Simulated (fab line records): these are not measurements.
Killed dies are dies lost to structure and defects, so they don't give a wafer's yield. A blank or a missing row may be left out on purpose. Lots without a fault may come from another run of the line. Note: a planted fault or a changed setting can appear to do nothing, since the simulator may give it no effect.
Which of the tools did it? -- flow sky130 -- 6 lots with 18 wafers sampled at 2 steps, on a route of 708 steps

WHAT THE GAUGES READ, wafer by wafer
SKY_METAL5_THK_MEAS_06: measures by xrf.
lot,measured,on,METAL5_ALCU_THK (nm)
L572,day 43 15:19,film_metro-01,1149 1166 1164
L574,day 43 23:17,film_metro-03,1149 1157 1157
L577,day 45 01:57,film_metro-04,1176 1179 1186
L581,day 46 00:24,film_metro-04,1161 1171 1179
L584,day 46 18:24,film_metro-04,1182 1172 1160
L590,day 48 02:34,film_metro-01,1153 1167 1153

WHICH TOOL RAN EACH LOT (tool, then ch and the chambers of the sampled wafers, then the start)
lot,SKY_POLY_GATE_ETCH_15
L572,"rie_diel-02 ch 0,1,3, day 17 06:10"
L574,"rie_diel-02 ch 0,2,3, day 17 16:17"
L577,"rie_diel-03 ch 0,1,2, day 19 01:40"
L581,"rie_diel-01 ch 0,1, day 20 15:46"
L584,"rie_diel-02 ch 0,1,3, day 21 17:49"
L590,"rie_diel-03 ch 0,2, day 23 17:50"
- SKY_POLY_GATE_ETCH_15: etches BARC in N2/H2, stops on SiO2, time 118.5 s, target depth 110 nm.

THE ANSWER, worked out from the rows above alone
Rule: the usual values come from the lots themselves. Put in order of their means at a reading, lots are off if they are a third of the lots or fewer, leave a main group of 4 or more, and stand apart from it by a gap of 3 or more times the standard deviation of the main group's means; of several such gaps the widest counts. A main group is skipped when, at the precision printed for the reading in the tables above, its means are all equal. A lot without any number at a reading at which 4 lots or more have one is off too. The other lots that the step has rows for count as sound.
Across all readings shown, no lot is off: no conclusion can be drawn from this.

WHAT THE SIMULATOR HAD PUT IN
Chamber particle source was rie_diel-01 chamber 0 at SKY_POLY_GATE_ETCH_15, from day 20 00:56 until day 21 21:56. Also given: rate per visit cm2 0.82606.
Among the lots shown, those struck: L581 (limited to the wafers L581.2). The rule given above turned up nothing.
